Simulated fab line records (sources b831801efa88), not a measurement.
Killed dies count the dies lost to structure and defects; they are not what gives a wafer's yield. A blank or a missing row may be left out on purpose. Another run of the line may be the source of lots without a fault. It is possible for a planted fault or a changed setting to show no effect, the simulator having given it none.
Matching of chambers -- flow sky130 -- rie-si-02 running SKY_FIELD_ISO_ETCH_17: 4 sister chambers
The step etches Si in HBr/Cl2/O2, target depth 342 nm, time 97.7 s. 8 wafers are shown with their chamber, then 7 later ones without.

## WAFERS WITH THEIR CHAMBER
wafer,chamber,drypump-motor-current-A (A),he-backside-leak-sccm (sccm)
L103.3,3,5.9,2.53
L103.4,1,5.0,2.46
L105.2,1,5.0,2.51
L107.2,0,5.9,2.75
L107.3,2,6.1,2.57
L107.5,2,6.1,2.66
L109.1,3,5.9,2.36
L109.3,0,5.8,2.76

## WAFERS WITHOUT THEIR CHAMBER
wafer,drypump-motor-current-A (A),he-backside-leak-sccm (sccm)
L109.6,6.1,2.52
L116.3,5.9,2.61
L116.4,6.1,2.58
L116.5,5.0,2.42
L118.3,5.0,2.49
L118.4,5.9,2.39
L118.5,6.1,2.62

## EACH ONE'S CHAMBER
wafer,from the rows above,in truth
L109.6,2,2
L116.3,can't be placed: 3 or 0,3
L116.4,2,2
L116.5,1,1
L118.3,1,1
L118.4,3,3
L118.5,2,2
Correct placement for 6 of the 7. Not placeable from these rows: 1 (in 1, the candidates include the true chamber). Wrongly placed: 0.
How it was worked out, from the rows above alone: a wafer's distance from a chamber is the root of the sum, over the readings, of the square of ((its reading less the chamber's mean) divided by the reading's scatter). The wafer belongs to the nearest chamber; if the next one is less than 2 further off, it can't be placed. Each chamber's mean is taken over the wafers shown for it. How the scatter is found: for the shown wafers, subtract from each reading the mean of its chamber, square and add these, divide the total by (wafers less chambers), then take the root.
